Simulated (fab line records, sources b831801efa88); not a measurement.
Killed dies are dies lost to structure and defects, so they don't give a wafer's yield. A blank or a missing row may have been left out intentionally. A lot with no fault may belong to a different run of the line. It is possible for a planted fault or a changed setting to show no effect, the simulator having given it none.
A lot that was struck, set against a sound lot / flow sky130 / 15 out of 708 route steps
Sound: wafers L695.1, L695.2, L695.3. Struck: wafers L703.1, L703.5, L703.6. Last of all comes the cause.
Each step with rows lists, per side, the tool, then ch with its chambers, then its first start. Under that, the readings that differ: sound wafers / struck wafers / difference of the means / sigmas: that difference in standard deviations of wafers without a fault.
alike: words and numbers the same on both sides, and readings whose means are apart by under 2 such deviations; not compared: readings that were withheld, readings missing a value for some wafer, numbers with overlapping values and no deviation given by the record, and bounds like >300 which may hide the same value.
A row with sigmas, a row that says differs or no value, or rows on one side alone: a step with any of these is where the two part. When numbers do not overlap yet have no deviation, they are printed without sigmas and do not part them. A reading missing from all wafers of one side parts the sides only when that side holds two or more wafers.

first, 1 step without rows for these wafers: SKY_VT_ADJUST_LVTN_IMPLANT_19.
SKY_VT_ADJUST_LVTN_STRIP_20: strips in O2/N2.
  sound on plasma_asher-01 ch 0,1, day 8 07:59; struck on plasma_asher-04 ch 0,1, day 10 16:01
  alike: drypump_motor_current_A, oes_product_au, strip_time_to_endpoint_s
  not compared: rf_hours_counter_h
SKY_VT_ADJUST_LVTN_TW_MEAS_21:
  sound on film_metro-02 at day 8 08:05; struck on film_metro-04 at day 10 16:07
reading=VT_ADJUST_LVTN_2_TW; sound=185.2 185.1 184.3; struck=188.8 188.5 188.8; difference=+3.8; sigmas=+2
then, 7 steps without rows for these wafers: SKY_VT_ADJUST_NCORE_DEHYDRATE_00 (time 60 s); SKY_VT_ADJUST_NCORE_HMDS_01 (prime time 60 s); SKY_VT_ADJUST_NCORE_COAT_02 (resist thk 1140 nm); SKY_VT_ADJUST_NCORE_SOFTBAKE_03 (time 60 s); SKY_VT_ADJUST_NCORE_EXPOSE_04 (exposes mask LVTN COMPLEMENT THIN, target cd 380 nm); SKY_VT_ADJUST_NCORE_PEB_05; SKY_VT_ADJUST_NCORE_DEVELOP_06 (develop time 60 s).
SKY_VT_ADJUST_NCORE_CD_MEAS_07 targets a cd of 380 nm.
  sound on cd_sem-02 at day 9 05:21; struck on cd_sem-02 at day 11 15:54
  alike: cd_nm
SKY_VT_ADJUST_NCORE_OVL_MEAS_08:
  sound on overlay-02 at day 9 05:28; struck on overlay-02 at day 11 16:01
  alike: VT_ADJUST_NCORE_OVL
SKY_VT_ADJUST_NCORE_IMPLANT_09:
  sound on implanter-01 ch 0, day 9 05:30; struck on implanter-01 ch 0, day 11 16:03
reading=dose_ions_cm2; sound=2.3977e+12 2.4006e+12 2.3982e+12; struck=2.3087e+12 2.311e+12 2.3133e+12; difference=-8.7833e+10; sigmas=-35
  alike: beam_on_s
SKY_VT_ADJUST_NCORE_STRIP_10: strips in O2/N2.
  sound on plasma_asher-03 ch 0,1, day 9 05:39; struck on plasma_asher-04 ch 0,1, day 11 16:12
reading=strip_time_to_endpoint_s (s); sound=14.21 14.22 14.24; struck=14.13 14.12 14.14; difference=-0.09; sigmas=-2
  alike: drypump_motor_current_A, oes_product_au
  not compared: rf_hours_counter_h
-- a jump in the record: the struck wafers' starts before and after are 37 days apart (it breaks off in module VT_ADJUST_NCORE and resumes in module PAD_OPEN, where the first step shown is number 708 of the route) --
SKY_PAD_OPEN_PROBE_99:
  sound on prober-02 at day 46 10:34; struck on prober-02 at day 48 14:46
reading=model.etest.pfet_g5v0d10v5.vt_sat_v (V); sound=-0.5755 -0.5963 -0.6064; struck=-0.694 -0.6856 -0.7029; difference=-0.101; sigmas=
reading=model.etest.pfet_16v.vt_v (V); sound=-1.069 -1.076 -1.072; struck=-1.162 -1.152 -1.162; difference=-0.086; sigmas=
reading=model.etest.pfet_g5v0d10v5.vt_v (V); sound=-0.7762 -0.8069 -0.8084; struck=-0.8795 -0.872 -0.8877; difference=-0.0826; sigmas=
reading=model.etest.pfet_g5v0d10v5.vt_long_v (V); sound=-0.9078 -0.9039 -0.9081; struck=-0.9828 -0.969 -0.9795; difference=-0.0705; sigmas=
  alike: killed_at_M0_to_M3, killed_at_M4_up, killed_at_contacts, killed_at_front_end, killed_at_other, killed_dies, killed_open, killed_short
  not compared: model.etest.nfet_g5v0d10v5.vt_sat_v

== WHERE THEY PART ==
Last at SKY_VT_ADJUST_NCORE_STRIP_10 as far as this record goes, first at SKY_VT_ADJUST_LVTN_TW_MEAS_21. Later steps at which nothing parts them and some readings are alike: SKY_PAD_OPEN_PROBE_99.

WHY: what the simulator had put in
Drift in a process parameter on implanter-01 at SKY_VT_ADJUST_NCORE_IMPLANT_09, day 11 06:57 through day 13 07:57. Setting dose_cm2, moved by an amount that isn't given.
